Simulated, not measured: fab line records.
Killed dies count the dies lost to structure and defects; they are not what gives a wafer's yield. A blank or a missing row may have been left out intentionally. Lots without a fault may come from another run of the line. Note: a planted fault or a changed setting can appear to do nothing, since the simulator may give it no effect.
Problem report, 8D (eight disciplines) form, completed by code ; flow sky130 ; the parts of the form that need people (team, actions taken, sign-off) are left out

1. THE ISSUE
Mean PWDE_TW at SKY_PWDE_TW_MEAS_10: 343.8 over 6 wafers in 2 lots; fault-free wafers: 374.4, standard deviation 2.7. That puts it -11 standard deviations away from the usual mean.
Earliest sighting: wafer L778.1 on filmMetro-01 at day 7 12:17. The record has a number at this step for 33 wafers belonging to 11 lots. Rule for "out" (also "out of limits"): further than 4 standard deviations from the usual mean. Any other wafer with a number is counted as sound.

2. WHAT IT IS AND WHAT IT IS NOT
question;is;is not
which readings at this step;PWDE_TW;-
which lots;L778, L783;L762, L763, L765, L766, L767, L768, L769, L772, L785
which wafers of those lots;all that have a number;-
read on which gauges;filmMetro-01;filmMetro-02, filmMetro-04
when;from day 7 12:17;"up to then (24 sound wafers); but 3 sound wafers of L785 came after"

3. SUSPECTS, AND WHAT RULES EACH OUT
Counting: any tool at a process step up to the reading is kept as a suspect provided that every lot that is out went through it and no sound lot did after the first of them.
- ruled out: the gauge at SKY_PWDE_TW_MEAS_10. All the wafers that are out were read on filmMetro-01, but those of them that SKY_PWDE_IMPLANT_08 has rows for are out there too, on other tools.
- implanter-04 at SKY_PWDE_IMPLANT_08: kept. It ran every lot that is out, first L778 (day 7 12:02), and no sound lot after that; its last sound lot up to then is L772 (day 6 03:39). Out on those wafers are its own readings of doseIonsCm2, faradayCurrentUA.
Remaining after the count: implanter-04 at SKY_PWDE_IMPLANT_08.

4. THE CAUSE (what the simulator had put in)
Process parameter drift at SKY_PWDE_IMPLANT_08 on implanter-04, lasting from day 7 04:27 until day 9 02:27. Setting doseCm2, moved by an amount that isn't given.
The count eliminated every tool but this one.

5. THE CHAIN OF EFFECTS, in route order
One row per reading whose mean, taken over the struck wafers that have a number, lies over 3 standard deviations from the usual. Only readings whose record carries a usual standard deviation are examined. hours: median over the lots of the time between each lot's start at the first step of this table that gives one and its start at this step. sigmas: the change, counted in usual standard deviations.
hours;step;reading;usual;on struck wafers;change;sigmas
0;SKY_PWDE_IMPLANT_08;doseIonsCm2;3.6e+12;2.8e+12;-8.4e+11;-99 or more
0;SKY_PWDE_IMPLANT_08;faradayCurrentUA;20.4;15.8;-4.6;-12
0;SKY_PWDE_TW_MEAS_10;PWDE_TW;374.4;343.8;-30.6;-11
44;SKY_NWELL_RS_MEAS_31;PWDE_RS;5283 ohm/sq;6576;+1293;+72
It contains these process steps:
- SKY_PWDE_IMPLANT_08
Later measuring or inspecting steps at which every struck wafer that the step has a row for has a number for every such reading, and none has moved that far: SKY_LI_CONTACT_THK_MEAS_23.

6. WHAT WOULD HAVE CAUGHT IT SOONER
The first out-of-limits reading at a measuring or inspecting step in this record came at day 7 12:17, 8 hours after the fault's start at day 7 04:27.
Tool's own readings at SKY_PWDE_IMPLANT_08, doseIonsCm2, faradayCurrentUA: out on all struck wafers the step has rows for; an alarm limit on them would have tripped on the first.
L783, from the lots that are out (2), started SKY_PWDE_IMPLANT_08 on implanter-04 later than day 7 12:17. It would have been spared by a hold on the tool at that moment.
